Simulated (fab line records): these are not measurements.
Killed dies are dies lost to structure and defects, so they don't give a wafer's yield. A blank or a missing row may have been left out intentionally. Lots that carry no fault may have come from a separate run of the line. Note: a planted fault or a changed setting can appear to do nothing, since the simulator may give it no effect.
What tool caused it?    flow gf180mcu    72 wafers from 24 lots sampled at 6 of the route's 602 steps

## WHAT THE GAUGES SHOWED, per wafer
GF_M4_THK_MEAS_06: measures by xrf.
lot   measured      on             M4_ALCU_THK (nm)
L074  day 22 15:09  film-metro-01  469 472 473
L075  day 22 21:14  film-metro-04  466 475 465
L076  day 23 15:05  film-metro-03  473 483 475
L077  day 23 21:04  film-metro-03  471 475 474
L078  day 24 02:50  film-metro-03  463 465 468
L079  day 24 08:44  film-metro-03  464 468 471
L080  day 24 23:20  film-metro-03  465 466 464
L081  day 25 02:53  film-metro-03  467 460 465
L082  day 25 18:28  film-metro-04  471 464 467
L083  day 25 21:35  film-metro-04  471 462 470
L084  day 26 04:04  film-metro-03  487 482 479
L085  day 26 15:47  film-metro-01  463 459 458
L086  day 26 21:53  film-metro-03  475 474 478
L087  day 27 03:52  film-metro-01  467 467 466
L088  day 27 15:23  film-metro-03  472 470 466
L089  day 27 15:47  film-metro-01  473 477 476
L090  day 27 22:59  film-metro-01  474 473 474
L091  day 28 05:59  film-metro-01  464 468 462
L092  day 28 12:59  film-metro-01  475 474 473
L093  day 28 21:35  film-metro-01  469 464 467
L094  day 29 03:43  film-metro-01  468 471 477
L095  day 29 13:58  film-metro-04  461 467 458
L096  day 29 14:59  film-metro-04  464 461 459
L097  day 29 19:32  film-metro-04  471 465 469

GF_M4_CD_MEAS_14: target cd 280 nm.
lot   measured      on         cd-nm (nm)
L074  day 23 13:30  cd-sem-01  279.5 280.4 278.2
L075  day 23 19:26  cd-sem-01  278.6 277.8 278.9
L076  day 24 12:51  cd-sem-01  280.0 280.6 280.7
L077  day 24 19:16  cd-sem-01  278.0 280.7 280.1
L078  day 25 00:32  cd-sem-01  279.4 280.5 279.1
L079  day 25 06:11  cd-sem-02  280.1 281.7 281.1
L080  day 25 20:50  cd-sem-02  280.2 279.9 280.4
L081  day 26 00:02  cd-sem-02  278.9 280.4 279.2
L082  day 26 14:13  cd-sem-02  282.5 281.4 282.5
L083  day 26 18:32  cd-sem-01  279.5 279.6 280.3
L084  day 27 00:32  cd-sem-01  277.6 278.8 279.2
L085  day 27 11:33  cd-sem-01  281.0 279.4 279.5
L086  day 27 18:06  cd-sem-01  282.0 282.7 282.6
L087  day 27 23:51  cd-sem-01  281.1 281.2 281.6
L088  day 28 11:32  cd-sem-01  277.7 276.5 277.1
L089  day 28 11:45  cd-sem-02  280.5 279.1 279.4
L090  day 28 18:20  cd-sem-02  281.0 280.3 279.8
L091  day 29 00:54  cd-sem-02  280.4 280.4 279.6
L092  day 29 08:05  cd-sem-01  278.1 279.3 278.3
L093  day 29 16:25  cd-sem-01  278.6 278.8 278.0
L094  day 29 22:36  cd-sem-01  282.6 281.2 281.9
L095  day 30 09:05  cd-sem-02  282.1 281.2 281.3
L096  day 30 09:46  cd-sem-01  276.7 277.9 276.5
L097  day 30 14:04  cd-sem-01  279.7 278.0 279.4

GF_V5_OVL_MEAS_15.
lot   measured      on          V5_OVL (nm)
L074  day 27 08:13  overlay-01  8 2 9
L075  day 27 13:15  overlay-02  4 7 3
L076  day 28 08:03  overlay-01  -3 3 -6
L077  day 28 10:34  overlay-02  2 -2 5
L078  day 28 15:57  overlay-01  12 13 10
L079  day 28 20:39  overlay-02  5 2 5
L080  day 29 10:39  overlay-02  -12 -11 -10
L081  day 29 13:51  overlay-01  3 -1 -4
L082  day 30 00:55  overlay-01  1 4 -5
L083  day 30 06:22  overlay-01  7 9 7
L084  day 30 11:55  overlay-01  9 6 11
L085  day 30 20:15  overlay-02  -2 -2 -3
L086  day 31 02:40  overlay-01  14 8 14
L087  day 31 09:09  overlay-02  5 1 7
L088  day 31 17:25  overlay-01  3 -5 -1
L089  day 31 18:09  overlay-01  6 0 4
L090  day 32 00:52  overlay-01  -7 -1 -4
L091  day 32 06:25  overlay-02  -3 -6 -8
L092  day 32 11:27  overlay-01  6 2 5
L093  day 33 02:24  overlay-01  7 10 16
L094  day 33 01:42  overlay-01  13 3 10
L095  day 33 10:18  overlay-02  -5 -6 -8
L096  day 33 11:02  overlay-02  -2 -4 -3
L097  day 33 15:25  overlay-02  -1 8 2

GF_V5_THK_MEAS_25: measures by xrf.
lot   measured      on             V5_W_THK (nm)
L074  day 27 09:37  film-metro-02  340 338 339
L075  day 27 14:19  film-metro-03  331 338 338
L076  day 28 09:07  film-metro-03  331 334 338
L077  day 28 11:37  film-metro-02  345 343 336
L078  day 28 17:01  film-metro-02  327 338 334
L079  day 28 21:42  film-metro-02  340 332 333
L080  day 29 11:43  film-metro-03  328 327 326
L081  day 29 14:56  film-metro-01  339 346 337
L082  day 30 01:59  film-metro-01  334 329 331
L083  day 30 07:32  film-metro-03  328 332 333
L084  day 30 12:58  film-metro-01  331 328 332
L085  day 30 21:19  film-metro-03  335 327 334
L086  day 31 03:43  film-metro-01  331 327 332
L087  day 31 10:12  film-metro-01  331 331 329
L088  day 31 18:28  film-metro-01  335 326 327
L089  day 31 19:13  film-metro-02  338 338 339
L090  day 32 01:55  film-metro-01  334 337 338
L091  day 32 07:31  film-metro-03  331 336 336
L092  day 32 12:34  film-metro-02  336 336 338
L093  day 33 03:28  film-metro-03  335 336 338
L094  day 33 02:46  film-metro-02  341 343 341
L095  day 33 11:23  film-metro-02  343 341 342
L096  day 33 12:05  film-metro-03  333 339 333
L097  day 33 16:31  film-metro-02  341 338 344

GF_TOP_METAL_RS_MEAS_05: uses a four-point probe to measure.
lot   measured      on             TOP_METAL_ALCU_RS (ohm/sq)
L074  day 27 10:12  film-metro-04  0.0333 0.0326 0.0330
L075  day 27 14:54  film-metro-03  0.0332 0.0332 0.0330
L076  day 28 09:41  film-metro-03  0.0326 0.0332 0.0329
L077  day 28 12:13  film-metro-03  0.0328 0.0333 0.0331
L078  day 28 17:35  film-metro-01  0.0335 0.0325 0.0335
L079  day 28 22:17  film-metro-03  0.0325 0.0324 0.0319
L080  day 29 12:17  film-metro-04  0.0327 0.0329 0.0324
L081  day 29 15:31  film-metro-03  0.0322 0.0321 0.0321
L082  day 30 02:35  film-metro-03  0.0334 0.0333 0.0329
L083  day 30 08:08  film-metro-04  0.0318 0.0323 0.0317
L084  day 30 13:33  film-metro-01  0.0323 0.0323 0.0321
L085  day 30 21:54  film-metro-01  0.0328 0.0333 0.0326
L086  day 31 04:18  film-metro-01  0.0328 0.0326 0.0327
L087  day 31 10:47  film-metro-04  0.0333 0.0326 0.0334
L088  day 31 19:03  film-metro-03  0.0324 0.0321 0.0322
L089  day 31 19:47  film-metro-04  0.0321 0.0317 0.0318
L090  day 32 02:41  film-metro-04  0.0323 0.0326 0.0324
L091  day 32 08:34  film-metro-04  0.0325 0.0323 0.0322
L092  day 32 13:09  film-metro-01  0.0321 0.0323 0.0320
L093  day 33 04:02  film-metro-04  0.0325 0.0326 0.0323
L094  day 33 03:21  film-metro-01  0.0333 0.0325 0.0329
L095  day 33 11:58  film-metro-04  0.0323 0.0323 0.0325
L096  day 33 12:41  film-metro-03  0.0327 0.0328 0.0322
L097  day 33 17:06  film-metro-01  0.0335 0.0332 0.0326

## TOOL THAT RAN EACH LOT (tool first, then ch and the chambers of the sampled wafers, then the start)
lot   GF_V4_CMP_04
L074  cmp-02 ch 1,2, day 23 14:39
L075  cmp-01 ch 0,1,2, day 23 20:31
L076  cmp-02 ch 0,1,3, day 24 18:28
L077  cmp-01 ch 0,2,3, day 24 20:25
L078  cmp-02 ch 1,2, day 25 01:37
L079  cmp-02 ch 1,2,3, day 25 07:16
L080  cmp-01 ch 0,1,3, day 25 21:55
L081  cmp-02 ch 0,1, day 26 01:09
L082  cmp-02 ch 1,2, day 26 15:19
L083  cmp-01 ch 0,1, day 26 19:39
L084  cmp-02 ch 1,2, day 27 01:37
L085  cmp-01 ch 0,2,3, day 27 12:48
L086  cmp-01 ch 0,1,3, day 27 19:17
L087  cmp-01 ch 0,1,3, day 28 01:02
L088  cmp-01 ch 0,2,3, day 28 12:37
L089  cmp-02 ch 0,2,3, day 28 12:50
L090  cmp-01 ch 2,3, day 28 19:25
L091  cmp-02 ch 0,2, day 29 02:01
L092  cmp-01 ch 0,3, day 29 09:10
L093  cmp-01 ch 2,3, day 29 17:33
L094  cmp-01 ch 0,1,3, day 29 23:40
L095  cmp-01 ch 0,1,2, day 30 10:16
L096  cmp-01 ch 0,2,3, day 30 10:58
L097  cmp-02 ch 0,1,3, day 30 15:29
- GF_V4_CMP_04: polishes SiO2.

## WHAT THE TOOLS THEMSELVES READ (means of the sampled wafers that have a number; where no wafer has one, the mark that the record gives instead)
GF_V4_CMP_04.
lot   tool    motor-current-A (A)  time-to-endpoint-s (s)
L074  cmp-02  12.0                 79
L075  cmp-01  12.0                 79
L076  cmp-02  11.4                 75
L077  cmp-01  12.9                 81
L078  cmp-02  12.4                 79
L079  cmp-02  11.4                 79
L080  cmp-01  12.4                 72
L081  cmp-02  12.0                 87
L082  cmp-02  12.6                 87
L083  cmp-01  12.7                 75
L084  cmp-02  12.6                 89
L085  cmp-01  13.2                 82
L086  cmp-01  12.4                 78
L087  cmp-01  13.0                 77
L088  cmp-01  12.9                 78
L089  cmp-02  10.9                 80
L090  cmp-01  12.9                 77
L091  cmp-02  11.6                 75
L092  cmp-01  13.8                 74
L093  cmp-01  12.4                 78
L094  cmp-01  12.5                 79
L095  cmp-01  12.4                 77
L096  cmp-01  12.8                 77
L097  cmp-02  11.3                 84

## THE ANSWER, worked out from the rows above alone
Rule: what is usual is taken from the lots themselves. Put in order of their means at a reading, lots are off if they are a third of the lots or fewer, leave a main group of 4 or more, and stand apart from it by a gap of 3 or more times the standard deviation of the main group's means; of several such gaps the widest counts. If all means in a main group match to the digits the tables above print for the reading, that group is not used. Also off: a lot with no number at a reading for which 4 or more lots have one. Any other lot the step has rows for is counted as sound. Order of review: gauges by route order, followed by the tools' own readings, for which a lot's mean as printed above is used. At the first step where some lot is off, the reading lying furthest off is the one used; lots without a number count as furthest.
No lot is off at any reading shown: from this, nothing can be told.

## WHAT THE SIMULATOR PUT IN
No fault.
